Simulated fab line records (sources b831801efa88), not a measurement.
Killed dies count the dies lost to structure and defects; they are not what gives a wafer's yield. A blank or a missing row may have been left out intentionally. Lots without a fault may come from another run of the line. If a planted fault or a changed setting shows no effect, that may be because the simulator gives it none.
Chamber matching -- flow sky130 -- SKY_CONTACT_CVD_00 on pecvd-04 has 3 sister chambers
The step deposits Si3N4, target thk 75 nm. 3 wafers are shown with their chamber, then 10 later ones without.

== WAFERS PAIRED WITH THEIR CHAMBERS ==
wafer,chamber,heater_power_w (W)
L088.3,1,616
L090.4,2,644
L090.5,0,827

== WAFERS WITHOUT THEIR CHAMBER ==
wafer,heater_power_w (W)
L090.6,632
L093.1,739
L093.5,657
L093.6,761
L094.1,736
L094.2,626
L094.5,769
L095.2,666
L095.3,791
L095.4,674

== WHICH CHAMBER EACH ONE RAN IN ==
wafer,from the rows above,in truth
L090.6,can't be placed: 2 or 1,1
L093.1,can't be placed: 0 or 2 or 1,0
L093.5,can't be placed: 2 or 1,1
L093.6,can't be placed: 0 or 2 or 1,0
L094.1,can't be placed: 0 or 2 or 1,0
L094.2,can't be placed: 1 or 2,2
L094.5,can't be placed: 0 or 2 or 1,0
L095.2,can't be placed: 2 or 1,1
L095.3,0,0
L095.4,can't be placed: 2 or 1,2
1 of 10 placed correctly. Can't be placed from these rows: 9 (the true chamber is among the candidates in 9). Wrongly placed: 0.
How it was worked out, from the rows above alone: a wafer's distance from a chamber is the root of the sum, over the readings, of the square of ((its reading less the chamber's mean) divided by the reading's scatter). The wafer belongs to the nearest chamber; if the next one is less than 2 further off, it can't be placed. The mean given for a chamber averages the wafers shown for that chamber. The scatter (one wafer shown for each chamber): square how far every hidden wafer sits from the nearest shown wafer, average those squares and take the square root.
